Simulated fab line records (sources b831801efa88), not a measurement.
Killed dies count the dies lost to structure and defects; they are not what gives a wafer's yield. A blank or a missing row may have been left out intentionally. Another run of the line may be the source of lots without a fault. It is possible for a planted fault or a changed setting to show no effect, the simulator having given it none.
fab line records	flow sky130
record: lots: 24	wafers: 72	last-day: 50
route steps=708 shown RES_XHIGH@341 CONTACT@407 VIA1@474 METAL2@488
lots with no fault: from the same line, run without faults
start-h: hours from the record's first day to the start of the lot's first wafer shown	wait-h: how many hours have passed since the lot's step before this one	" unchanged from the row above	L1.1+2: a row that stands for several wafers	- value missing, or start not given	* or withheld: withheld	< > ~ a bound
route shown NAME@n: NAME is a module with steps in the file, n the number in the route of the first one	usual: mean and standard deviation over wafers with no fault	same: alike in all rows	chamber/n: place in a boat	sites: the reading at each site	_std_site: the standard deviation of these	_edge_site: outer sites' mean less inner sites'	radius-mm: how far each site lies from the wafer's centre	mask NAME#n: copy n	behind: the last tool/chamber to shape the wafer	hold: why the lot was held/for how many hours/how that ended	device: transistor that didn't switch, given as n, p or np	end of line: tests run on the same wafers once the route is complete	where a step has no rows: the recipe by itself	killed: dies lost to structure and defects at the first sort, not the wafer's yield	map: dies across one wafer; x = killed, . = not, _ = none there
set.NAME: setting as actually run; set.NAME@STEP: the setting as run at that earlier step	model.NAME: the simulator's own value behind a step, which no gauge read
one table for each step of the route and one row for each wafer, over a sample of lots
services: a tool's chamber out of use, with start hour (start-h, from the record's first day; less than 0 if before it), hours out, and reason
== steps ==
step: SKY_RES_XHIGH_TW_MEAS_09
usual: RES_XHIGH_TW: 1638/22
lot.wafer	tool	chamber	start-h	wait-h	RES_XHIGH_TW
L075.2	film-metro-01	-	651.16	0.1	1623
L075.4	"	-	"	"	1615
L075.5	"	-	"	"	1614
L074.1	film-metro-01	-	652.95	0.1	1621
L074.4	"	-	"	"	1616
L074.6	"	-	"	"	1618
L076.2	film-metro-01	-	653.34	0.1	1626
L076.3	"	-	"	"	1619
L076.5	"	-	"	"	1618
L077.2	film-metro-03	-	655.70	0.1	1656
L077.4	"	-	"	"	1652
L077.5	"	-	"	"	1653
L078.1	film-metro-01	-	667.21	0.1	1623
L078.2	"	-	"	"	1616
L078.3	"	-	"	"	1617
L079.2	film-metro-03	-	678.99	0.1	1659
L079.4	"	-	"	"	1652
L079.6	"	-	"	"	1653
L080.2	film-metro-01	-	684.77	0.1	1611
L080.3	"	-	"	"	1619
L080.6	"	-	"	"	1614
L081.2	film-metro-03	-	687.69	0.1	1655
L081.3	"	-	"	"	1659
L081.6	"	-	"	"	1653
L082.1	film-metro-03	-	688.41	0.1	1657
L082.3	"	-	"	"	1657
L082.6	"	-	"	"	1654
L083.2	film-metro-01	-	699.46	0.1	1610
L083.3	"	-	"	"	1614
L083.4	"	-	"	"	1618
L084.1	film-metro-01	-	711.86	0.1	1612
L084.2	"	-	"	"	1607
L084.5	"	-	"	"	1611
L085.1	film-metro-01	-	715.23	0.1	1617
L085.2	"	-	"	"	1617
L085.4	"	-	"	"	1609
L086.3	film-metro-04	-	722.50	0.1	1664
L086.5	"	-	"	"	1662
L086.6	"	-	"	"	1670
L087.1	film-metro-01	-	727.05	0.1	1608
L087.2	"	-	"	"	1611
L087.4	"	-	"	"	1605
L088.2	film-metro-03	-	738.16	0.1	1655
L088.3	"	-	"	"	1661
L088.6	"	-	"	"	1656
L089.1	film-metro-04	-	740.03	0.1	1657
L089.4	"	-	"	"	1665
L089.5	"	-	"	"	1663
L090.1	film-metro-01	-	744.55	0.1	1624
L090.2	"	-	"	"	1629
L090.6	"	-	"	"	1619
L091.2	film-metro-01	-	753.89	0.1	1630
L091.3	"	-	"	"	1624
L091.5	"	-	"	"	1622
L092.1	film-metro-04	-	765.95	0.1	1661
L092.2	"	-	"	"	1661
L092.4	"	-	"	"	1653
L093.2	film-metro-03	-	772.19	0.1	1661
L093.5	"	-	"	"	1657
L093.6	"	-	"	"	1655
L094.1	film-metro-03	-	785.10	0.1	1659
L094.2	"	-	"	"	1659
L094.4	"	-	"	"	1659
L095.2	film-metro-03	-	794.96	0.1	1652
L095.3	"	-	"	"	1662
L095.4	"	-	"	"	1653
L097.2	film-metro-03	-	797.82	0.1	1662
L097.5	"	-	"	"	1665
L097.6	"	-	"	"	1655
L096.2	film-metro-01	-	800.91	0.1	1628
L096.4	"	-	"	"	1620
L096.6	"	-	"	"	1624
step: SKY_CONTACT_THK_MEAS_01
recipe: reads: Si3N4_of_CONTACT_CVD_00
usual: CONTACT_CVD_00_THK: 75.0/0.85
lot.wafer	tool	chamber	start-h	wait-h	CONTACT_CVD_00_THK[nm]
L075.2	film-metro-04	-	739.28	-	74.3
L075.4	"	-	"	"	76.4
L075.5	"	-	"	"	75.1
L074.1	film-metro-02	-	741.47	-	74.5
L074.4	"	-	"	"	74.8
L074.6	"	-	"	"	75.1
L076.2	film-metro-03	-	741.85	-	75.3
L076.3	"	-	"	"	73.5
L076.5	"	-	"	"	76.2
L077.2	film-metro-02	-	744.04	-	73.6
L077.4	"	-	"	"	74.5
L077.5	"	-	"	"	75.4
L078.1	film-metro-02	-	754.79	-	74.2
L078.2	"	-	"	"	74.7
L078.3	"	-	"	"	74.2
L079.2	film-metro-03	-	765.19	-	73.4
L079.4	"	-	"	"	75.0
L079.6	"	-	"	"	74.8
L080.2	film-metro-02	-	772.31	-	74.5
L080.3	"	-	"	"	74.1
L080.6	"	-	"	"	75.6
L081.2	film-metro-04	-	775.14	-	73.7
L081.3	"	-	"	"	73.7
L081.6	"	-	"	"	75.4
L082.1	film-metro-02	-	775.75	-	73.7
L082.3	"	-	"	"	75.5
L082.6	"	-	"	"	75.7
L083.2	film-metro-03	-	786.22	-	75.3
L083.3	"	-	"	"	75.2
L083.4	"	-	"	"	75.8
L084.1	film-metro-02	-	798.16	-	74.8
L084.2	"	-	"	"	74.2
L084.5	"	-	"	"	75.3
L085.1	film-metro-02	-	802.96	-	73.4
L085.2	"	-	"	"	74.4
L085.4	"	-	"	"	75.3
L086.3	film-metro-04	-	807.17	-	74.2
L086.5	"	-	"	"	73.9
L086.6	"	-	"	"	73.9
L087.1	film-metro-02	-	811.89	-	74.0
L087.2	"	-	"	"	74.7
L087.4	"	-	"	"	75.8
L088.2	film-metro-02	-	823.53	-	74.4
L088.3	"	-	"	"	75.3
L088.6	"	-	"	"	76.1
L089.1	film-metro-02	-	825.04	-	74.6
L089.4	"	-	"	"	76.0
L089.5	"	-	"	"	75.7
L090.1	film-metro-02	-	829.81	-	74.2
L090.2	"	-	"	"	74.2
L090.6	"	-	"	"	75.6
L091.2	film-metro-04	-	837.56	-	73.8
L091.3	"	-	"	"	74.4
L091.5	"	-	"	"	75.9
L092.1	film-metro-04	-	849.70	-	74.3
L092.2	"	-	"	"	75.6
L092.4	"	-	"	"	76.0
L093.2	film-metro-02	-	856.79	-	74.3
L093.5	"	-	"	"	76.4
L093.6	"	-	"	"	76.3
L094.1	film-metro-03	-	869.55	-	74.5
L094.2	"	-	"	"	74.5
L094.4	"	-	"	"	75.4
L095.2	film-metro-02	-	879.35	-	74.8
L095.3	"	-	"	"	75.3
L095.4	"	-	"	"	75.7
L097.2	film-metro-04	-	881.71	-	76.0
L097.5	"	-	"	"	76.1
L097.6	"	-	"	"	76.1
L096.2	film-metro-04	-	885.63	-	74.4
L096.4	"	-	"	"	75.3
L096.6	"	-	"	"	75.2
step: SKY_VIA1_STRIP_16
recipe: chemistry: O2/N2	power-w: 1400	pressure-mtorr: 1500	platen-temp-c: withheld	o2-flow-sccm: 3000	n2-flow-sccm: 300	overash-fraction: 0.5
usual: drypump-motor-current-A: 5.50/0.23	oes-product-au: 0.415/0.0048	strip-time-to-endpoint-s: 4.464/0.022
lot.wafer	tool	chamber	start-h	wait-h	drypump-motor-current-A	oes-product-au	rf-hours-counter-h	strip-time-to-endpoint-s
L075.2	plasma-asher-02	1	823.99	0.0	5.09	0.407	94	4.444
L075.4	"	0	"	"	5.68	0.414	-	4.409
L075.5	"	0	"	"	5.72	0.419	-	4.460
L074.1	plasma-asher-03	1	825.68	0.0	5.65	0.411	39	4.466
L074.4	"	1	"	"	5.65	0.415	-	4.473
L074.6	"	1	"	"	5.66	0.420	-	4.479
L076.2	plasma-asher-02	0	828.49	0.0	5.68	0.421	95	4.452
L076.3	"	1	"	"	5.09	0.413	-	4.474
L076.5	"	0	"	"	5.68	0.418	-	4.464
L077.2	plasma-asher-01	1	830.29	0.0	5.70	0.405	9	4.438
L077.4	"	0	"	"	5.23	0.412	-	4.471
L077.5	"	0	"	"	5.24	0.422	-	4.461
L078.1	plasma-asher-03	1	839.38	0.0	5.65	0.410	40	4.417
L078.2	"	0	"	"	5.54	0.419	40	4.431
L078.3	"	0	"	"	5.57	0.414	-	4.434
L079.2	plasma-asher-01	0	849.04	0.0	5.24	0.412	11	4.459
L079.4	"	1	"	"	5.70	0.418	-	4.469
L079.6	"	1	"	"	5.71	0.413	-	4.468
L080.2	plasma-asher-03	0	857.49	0.0	5.57	0.424	42	4.484
L080.3	"	0	"	"	5.53	0.414	-	4.440
L080.6	"	0	"	"	5.61	0.415	-	4.450
L081.2	plasma-asher-01	1	859.94	0.0	5.70	0.408	12	4.444
L081.3	"	0	"	"	5.24	0.418	-	4.411
L081.6	"	1	"	"	5.67	0.413	-	4.423
L082.1	plasma-asher-02	0	860.33	0.0	5.65	0.422	98	4.508
L082.3	"	0	"	"	5.65	0.416	-	4.462
L082.6	"	1	"	"	5.12	0.417	-	4.461
L083.2	plasma-asher-02	0	870.34	0.0	5.72	0.422	99	4.459
L083.3	"	0	"	"	5.70	0.422	-	4.470
L083.4	"	1	"	"	5.06	0.408	-	4.474
L084.1	plasma-asher-01	0	882.38	0.0	5.24	0.411	14	4.472
L084.2	"	1	"	"	5.70	0.415	14	4.456
L084.5	"	1	"	"	5.68	0.417	-	4.465
L085.1	plasma-asher-01	1	887.79	0.0	5.67	0.406	15	4.438
L085.2	"	0	"	"	5.22	0.412	15	4.441
L085.4	"	0	"	"	5.22	0.422	-	4.438
L086.3	plasma-asher-01	0	891.23	0.1	5.24	0.418	-	4.500
L086.5	"	0	"	"	5.23	0.410	-	4.468
L086.6	"	1	"	"	5.68	0.413	-	4.473
L087.1	plasma-asher-02	0	895.33	0.0	5.70	0.426	101	4.489
L087.2	"	1	"	"	5.09	0.415	101	4.479
L087.4	"	1	"	"	5.09	0.414	-	4.422
L088.2	plasma-asher-03	1	906.70	0.0	5.66	0.419	47	4.505
L088.3	"	0	"	"	5.63	0.414	-	4.449
L088.6	"	0	"	"	5.57	0.414	-	4.486
L089.1	plasma-asher-01	1	908.45	0.0	5.68	0.418	17	4.448
L089.4	"	0	"	"	5.24	0.415	-	4.441
L089.5	"	0	"	"	5.24	0.411	-	4.440
L090.1	plasma-asher-01	1	913.20	0.0	5.72	0.420	17	4.447
L090.2	"	0	"	"	5.23	0.412	17	4.424
L090.6	"	1	"	"	5.70	0.414	-	4.425
L091.2	plasma-asher-03	0	919.33	0.0	5.60	0.406	48	4.432
L091.3	"	1	"	"	5.65	0.421	-	4.456
L091.5	"	0	"	"	5.62	0.417	-	4.445
L092.1	plasma-asher-01	0	930.54	0.0	5.25	0.424	19	4.495
L092.2	"	1	"	"	5.70	0.417	19	4.478
L092.4	"	1	"	"	5.71	0.419	-	4.468
L093.2	plasma-asher-01	1	938.68	0.1	5.69	0.416	20	4.477
L093.5	"	0	"	"	5.25	0.418	-	4.473
L093.6	"	1	"	"	5.68	0.414	-	4.498
L094.1	plasma-asher-03	0	949.23	0.0	5.60	0.408	51	4.477
L094.2	"	1	"	"	5.67	0.421	51	4.460
L094.4	"	0	"	"	5.61	0.415	-	4.475
L095.2	plasma-asher-03	1	958.65	0.0	5.66	0.416	52	4.475
L095.3	"	1	"	"	5.65	0.425	-	4.489
L095.4	"	0	"	"	5.58	0.419	-	4.479
L097.2	plasma-asher-03	1	960.39	0.0	5.65	0.409	52	4.478
L097.5	"	1	"	"	5.67	0.409	-	4.466
L097.6	"	0	"	"	5.57	0.405	-	4.464
L096.2	plasma-asher-01	0	964.49	0.0	5.21	0.419	24	4.504
L096.4	"	1	"	"	5.68	0.413	-	4.477
L096.6	"	0	"	"	5.23	0.418	-	4.503
step: SKY_VIA1_RS_MEAS_22
recipe: thk-meas-gauge: four-point-probe	reads: W_of_VIA1_CVD_21+TiN_of_VIA1_SPUTTER_20
usual: VIA1_W_RS: 0.425/0.0079
lot.wafer	tool	chamber	start-h	wait-h	VIA1_W_RS[ohm/sq]
L075.2	film-metro-03	-	824.76	0.1	0.431
L075.4	"	-	"	"	0.425
L075.5	"	-	"	"	0.429
L074.1	film-metro-01	-	826.42	0.1	0.432
L074.4	"	-	"	"	0.434
L074.6	"	-	"	"	0.428
L076.2	film-metro-03	-	829.26	0.1	0.432
L076.3	"	-	"	"	0.429
L076.5	"	-	"	"	0.435
L077.2	film-metro-04	-	831.05	0.1	0.429
L077.4	"	-	"	"	0.417
L077.5	"	-	"	"	0.430
L078.1	film-metro-01	-	840.12	0.1	0.433
L078.2	"	-	"	"	0.447
L078.3	"	-	"	"	0.438
L079.2	film-metro-01	-	849.84	0.1	0.421
L079.4	"	-	"	"	0.425
L079.6	"	-	"	"	0.427
L080.2	film-metro-03	-	858.25	0.1	0.410
L080.3	"	-	"	"	0.434
L080.6	"	-	"	"	0.412
L081.2	film-metro-03	-	860.70	0.1	0.435
L081.3	"	-	"	"	0.420
L081.6	"	-	"	"	0.433
L082.1	film-metro-03	-	861.10	0.1	0.433
L082.3	"	-	"	"	0.429
L082.6	"	-	"	"	0.421
L083.2	film-metro-04	-	871.12	0.1	0.421
L083.3	"	-	"	"	0.422
L083.4	"	-	"	"	0.421
L084.1	film-metro-03	-	883.15	0.1	0.414
L084.2	"	-	"	"	0.431
L084.5	"	-	"	"	0.414
L085.1	film-metro-01	-	888.53	0.1	0.418
L085.2	"	-	"	"	0.427
L085.4	"	-	"	"	0.419
L086.3	film-metro-04	-	891.98	0.1	0.424
L086.5	"	-	"	"	0.407
L086.6	"	-	"	"	0.424
L087.1	film-metro-04	-	896.07	0.1	0.421
L087.2	"	-	"	"	0.433
L087.4	"	-	"	"	0.428
L088.2	film-metro-04	-	907.61	0.1	0.430
L088.3	"	-	"	"	0.426
L088.6	"	-	"	"	0.426
L089.1	film-metro-04	-	909.74	0.1	0.428
L089.4	"	-	"	"	0.422
L089.5	"	-	"	"	0.434
L090.1	film-metro-01	-	913.98	0.1	0.422
L090.2	"	-	"	"	0.422
L090.6	"	-	"	"	0.420
L091.2	film-metro-03	-	920.14	0.1	0.432
L091.3	"	-	"	"	0.412
L091.5	"	-	"	"	0.435
L092.1	film-metro-04	-	931.35	0.1	0.405
L092.2	"	-	"	"	0.428
L092.4	"	-	"	"	0.432
L093.2	film-metro-03	-	939.45	0.1	0.424
L093.5	"	-	"	"	0.428
L093.6	"	-	"	"	0.424
L094.1	film-metro-01	-	950.03	0.1	0.420
L094.2	"	-	"	"	0.423
L094.4	"	-	"	"	0.422
L095.2	film-metro-01	-	959.45	0.1	0.416
L095.3	"	-	"	"	0.430
L095.4	"	-	"	"	0.412
L097.2	film-metro-01	-	961.16	0.1	0.444
L097.5	"	-	"	"	0.434
L097.6	"	-	"	"	0.419
L096.2	film-metro-04	-	965.32	0.1	0.427
L096.4	"	-	"	"	0.427
L096.6	"	-	"	"	0.431
step: SKY_METAL2_RS_MEAS_05
recipe: thk-meas-gauge: four-point-probe	reads: TiN_of_METAL2_SPUTTER_04+Ti_of_METAL2_SPUTTER_03+AlCu_of_METAL2_SPUTTER_02+TiN_of_METAL2_SPUTTER_01+Ti_of_METAL2_SPUTTER_00
usual: METAL2_ALCU_RS: 0.1269/0.0017
lot.wafer	tool	chamber	start-h	wait-h	METAL2_ALCU_RS[ohm/sq]
L075.2	film-metro-02	-	825.38	0.0	0.1295
L075.4	"	-	"	"	0.1269
L075.5	"	-	"	"	0.1276
L074.1	film-metro-03	-	827.48	0.0	0.1277
L074.4	"	-	"	"	0.1288
L074.6	"	-	"	"	0.1295
L076.2	film-metro-03	-	829.98	0.0	0.1257
L076.3	"	-	"	"	0.1276
L076.5	"	-	"	"	0.1273
L077.2	film-metro-03	-	831.67	0.0	0.1261
L077.4	"	-	"	"	0.1265
L077.5	"	-	"	"	0.1272
L078.1	film-metro-02	-	840.74	0.0	0.1269
L078.2	"	-	"	"	0.1268
L078.3	"	-	"	"	0.1236
L079.2	film-metro-01	-	850.68	0.0	0.1243
L079.4	"	-	"	"	0.1270
L079.6	"	-	"	"	0.1249
L080.2	film-metro-02	-	858.89	0.0	0.1275
L080.3	"	-	"	"	0.1295
L080.6	"	-	"	"	0.1279
L081.2	film-metro-01	-	861.32	0.0	0.1252
L081.3	"	-	"	"	0.1254
L081.6	"	-	"	"	0.1257
L082.1	film-metro-02	-	861.72	0.0	0.1274
L082.3	"	-	"	"	0.1282
L082.6	"	-	"	"	0.1253
L083.2	film-metro-03	-	871.74	0.0	0.1278
L083.3	"	-	"	"	0.1268
L083.4	"	-	"	"	0.1267
L084.1	film-metro-02	-	883.77	0.0	0.1246
L084.2	"	-	"	"	0.1247
L084.5	"	-	"	"	0.1256
L085.1	film-metro-02	-	889.15	0.0	0.1281
L085.2	"	-	"	"	0.1304
L085.4	"	-	"	"	0.1283
L086.3	film-metro-02	-	892.60	0.1	0.1269
L086.5	"	-	"	"	0.1271
L086.6	"	-	"	"	0.1295
L087.1	film-metro-01	-	896.69	0.0	0.1268
L087.2	"	-	"	"	0.1255
L087.4	"	-	"	"	0.1254
L088.2	film-metro-01	-	908.23	0.0	0.1280
L088.3	"	-	"	"	0.1293
L088.6	"	-	"	"	0.1294
L089.1	film-metro-01	-	910.37	0.0	0.1309
L089.4	"	-	"	"	0.1298
L089.5	"	-	"	"	0.1290
L090.1	film-metro-03	-	914.76	0.0	0.1266
L090.2	"	-	"	"	0.1274
L090.6	"	-	"	"	0.1271
L091.2	film-metro-02	-	920.76	0.0	0.1255
L091.3	"	-	"	"	0.1269
L091.5	"	-	"	"	0.1262
L092.1	film-metro-02	-	931.97	0.0	0.1246
L092.2	"	-	"	"	0.1249
L092.4	"	-	"	"	0.1262
L093.2	film-metro-02	-	940.07	0.0	0.1235
L093.5	"	-	"	"	0.1232
L093.6	"	-	"	"	0.1255
L094.1	film-metro-01	-	950.65	0.0	0.1282
L094.2	"	-	"	"	0.1267
L094.4	"	-	"	"	0.1259
L095.2	film-metro-02	-	960.07	0.0	0.1276
L095.3	"	-	"	"	0.1278
L095.4	"	-	"	"	0.1278
L097.2	film-metro-01	-	961.78	0.0	0.1244
L097.5	"	-	"	"	0.1257
L097.6	"	-	"	"	0.1258
L096.2	film-metro-02	-	965.94	0.0	0.1270
L096.4	"	-	"	"	0.1252
L096.6	"	-	"	"	0.1280
step: SKY_METAL2_DESCUM_17
recipe: chemistry: O2	source-power-w: 150	bias-power-w: 0	pressure-mtorr: 10	temp-c: 40	time-s: 8
usual: drypump-motor-current-A: 5.9/0.36	oes-product-au: 0.997/0.012
lot.wafer	tool	chamber	start-h	wait-h	drypump-motor-current-A	oes-product-au	rf-hours-counter-h
L075.2	rie-metal-02	0	851.96	0.0	6.3	0.988	2
L075.4	"	1	"	"	5.6	1.007	-
L075.5	"	1	"	"	5.6	1.013	-
L074.1	rie-metal-02	1	854.11	0.0	5.5	1.013	14
L074.4	"	0	"	"	6.3	0.999	-
L074.6	"	0	"	"	6.3	1.002	-
L076.2	rie-metal-02	0	857.06	0.0	6.3	0.987	-
L076.3	"	0	"	"	6.3	0.995	-
L076.5	"	0	"	"	6.3	0.995	-
L077.2	rie-metal-01	1	858.57	0.0	6.0	0.976	-
L077.4	"	1	"	"	6.0	0.976	-
L077.5	"	1	"	"	6.0	0.973	-
L078.1	rie-metal-03	0	867.87	0.0	5.7	0.977	6
L078.2	"	1	"	"	5.5	0.979	4
L078.3	"	0	"	"	5.7	0.989	-
L079.2	rie-metal-02	0	878.25	0.0	6.3	0.991	3
L079.4	"	0	"	"	6.3	0.987	-
L079.6	"	0	"	"	6.3	0.991	-
L080.2	rie-metal-02	1	886.66	0.0	5.6	1.017	15
L080.3	"	1	"	"	5.6	1.002	-
L080.6	"	1	"	"	5.6	1.011	-
L081.2	rie-metal-03	0	888.86	0.0	5.7	0.992	7
L081.3	"	0	"	"	5.7	1.010	-
L081.6	"	1	"	"	5.5	0.999	-
L082.1	rie-metal-02	0	889.25	0.0	6.3	0.990	4
L082.3	"	0	"	"	6.3	0.981	-
L082.6	"	1	"	"	5.6	1.004	-
L083.2	rie-metal-02	1	898.36	0.0	5.6	1.010	16
L083.3	"	1	"	"	5.6	1.009	-
L083.4	"	0	"	"	6.3	1.000	-
L084.1	rie-metal-01	0	909.12	0.0	5.5	1.018	1
L084.2	"	1	"	"	6.0	0.986	11
L084.5	"	0	"	"	5.5	1.017	-
L085.1	rie-metal-02	1	913.67	0.0	5.5	1.011	16
L085.2	"	0	"	"	6.3	0.994	5
L085.4	"	1	"	"	5.6	1.016	-
L086.3	rie-metal-02	0	917.12	0.0	6.3	0.998	-
L086.5	"	0	"	"	6.3	0.994	-
L086.6	"	1	"	"	5.6	1.009	-
L087.1	rie-metal-02	0	921.20	0.0	6.3	0.991	5
L087.2	"	0	"	"	6.3	0.988	-
L087.4	"	0	"	"	6.3	0.988	-
L088.2	rie-metal-02	0	933.21	0.0	6.3	0.993	-
L088.3	"	0	"	"	6.3	0.992	-
L088.6	"	0	"	"	6.3	0.995	-
L089.1	rie-metal-01	0	935.22	0.0	5.5	1.010	2
L089.4	"	0	"	"	5.5	1.013	-
L089.5	"	0	"	"	5.5	1.015	-
L090.1	rie-metal-02	0	940.41	0.0	6.3	0.985	7
L090.2	"	1	"	"	5.6	1.004	0
L090.6	"	1	"	"	5.6	0.995	-
L091.2	rie-metal-01	0	946.40	0.0	5.5	1.009	3
L091.3	"	1	"	"	6.0	0.984	-
L091.5	"	0	"	"	5.5	1.012	-
L092.1	rie-metal-02	1	957.13	0.0	5.6	1.009	1
L092.2	"	0	"	"	6.3	1.003	8
L092.4	"	1	"	"	5.6	0.996	-
L093.2	rie-metal-02	0	964.92	0.0	6.3	0.995	8
L093.5	"	1	"	"	5.6	1.005	-
L093.6	"	0	"	"	6.3	0.996	-
L094.1	rie-metal-03	1	974.40	0.0	5.5	0.996	8
L094.2	"	0	"	"	5.7	0.987	11
L094.4	"	1	"	"	5.5	0.986	-
L095.2	rie-metal-01	1	983.65	0.0	6.0	1.008	15
L095.3	"	0	"	"	5.5	1.024	-
L095.4	"	1	"	"	6.0	0.996	-
L097.2	rie-metal-01	1	985.01	0.0	6.0	0.983	15
L097.5	"	0	"	"	5.5	1.010	-
L097.6	"	1	"	"	6.0	0.990	-
L096.2	rie-metal-03	1	989.72	0.0	5.5	0.992	-
L096.4	"	1	"	"	5.5	0.996	-
L096.6	"	1	"	"	5.5	0.989	-
== services ==
tool	chamber	start-h	hours	kind
rie-metal-03	1	801.59	-	clean
rie-metal-03	1	801.59	12.7	scheduled-down
rie-metal-03	1	801.59	12.7	vent-cycle
plasma-asher-03	-	806.46	14.6	pm
rie-metal-02	-	823.21	28.1	pm
rie-metal-01	0	845.67	-	clean
rie-metal-01	0	845.67	27.9	scheduled-down
rie-metal-01	0	845.67	27.9	vent-cycle
rie-metal-01	-	863.29	14.6	pm
plasma-asher-02	-	864.15	2.8	pm
rie-metal-02	-	868.90	0.4	repair
rie-metal-01	-	877.89	2.8	pm
rie-metal-03	-	888.15	0.2	repair
rie-metal-02	1	918.89	-	clean
rie-metal-02	1	918.89	18.0	scheduled-down
rie-metal-02	1	918.89	18.0	vent-cycle
plasma-asher-03	-	932.40	6.3	repair
plasma-asher-02	-	933.20	15.6	pm
rie-metal-03	1	939.38	2.1	repair
plasma-asher-02	-	968.65	14.6	pm
plasma-asher-03	-	972.89	1.6	repair
plasma-asher-01	-	977.73	2.8	pm
rie-metal-03	-	980.08	2.8	pm
rie-metal-03	0	985.53	15.9	repair
== key ==
fault none
